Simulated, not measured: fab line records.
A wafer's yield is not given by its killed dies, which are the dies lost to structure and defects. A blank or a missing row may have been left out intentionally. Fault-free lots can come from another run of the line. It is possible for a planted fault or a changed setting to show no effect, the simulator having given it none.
Which tool is to blame? -- flow gf180mcu -- route of 602 steps, sampled at 1 step: 7 lots, 20 wafers

== WHAT THE GAUGES SHOWED, per wafer ==
GF_PSD_RS_MEAS_15: measures by four-point-probe.
lot,measured,on,PSD_RS (ohm/sq)
L297,day 15 08:20,film metro-03,108.74 108.63 108.60
L299,day 16 01:03,film metro-04,108.92 108.84 108.75
L303,day 17 10:54,film metro-03,108.46 108.42
L309,day 19 13:55,film metro-04,108.24 108.12 108.26
L311,day 20 05:22,film metro-01,108.53 108.35 108.48
L314,day 21 09:26,film metro-03,108.79 108.76 108.90
L316,day 21 21:17,film metro-01,108.43 108.42 108.44

== WHAT TOOL EACH LOT RAN ON (gives the tool, then ch and the chambers of the sampled wafers, and finally the start) ==
The record holds no process step before these readings.

== THE ANSWER, worked out from the rows above alone ==
Rule: the usual values come from the lots themselves. Put in order of their means at a reading, lots are off if they are a third of the lots or fewer, leave a main group of 4 or more, and stand apart from it by a gap of 3 or more times the standard deviation of the main group's means; of several such gaps the widest counts. If all means in a main group match to the digits the tables above print for the reading, that group is not used. Also off: a lot with no number at a reading for which 4 or more lots have one. All remaining lots with rows at the step are treated as sound.
Across all readings shown, no lot is off: no conclusion can be drawn from this.

== WHAT WAS PUT IN BY THE SIMULATOR ==
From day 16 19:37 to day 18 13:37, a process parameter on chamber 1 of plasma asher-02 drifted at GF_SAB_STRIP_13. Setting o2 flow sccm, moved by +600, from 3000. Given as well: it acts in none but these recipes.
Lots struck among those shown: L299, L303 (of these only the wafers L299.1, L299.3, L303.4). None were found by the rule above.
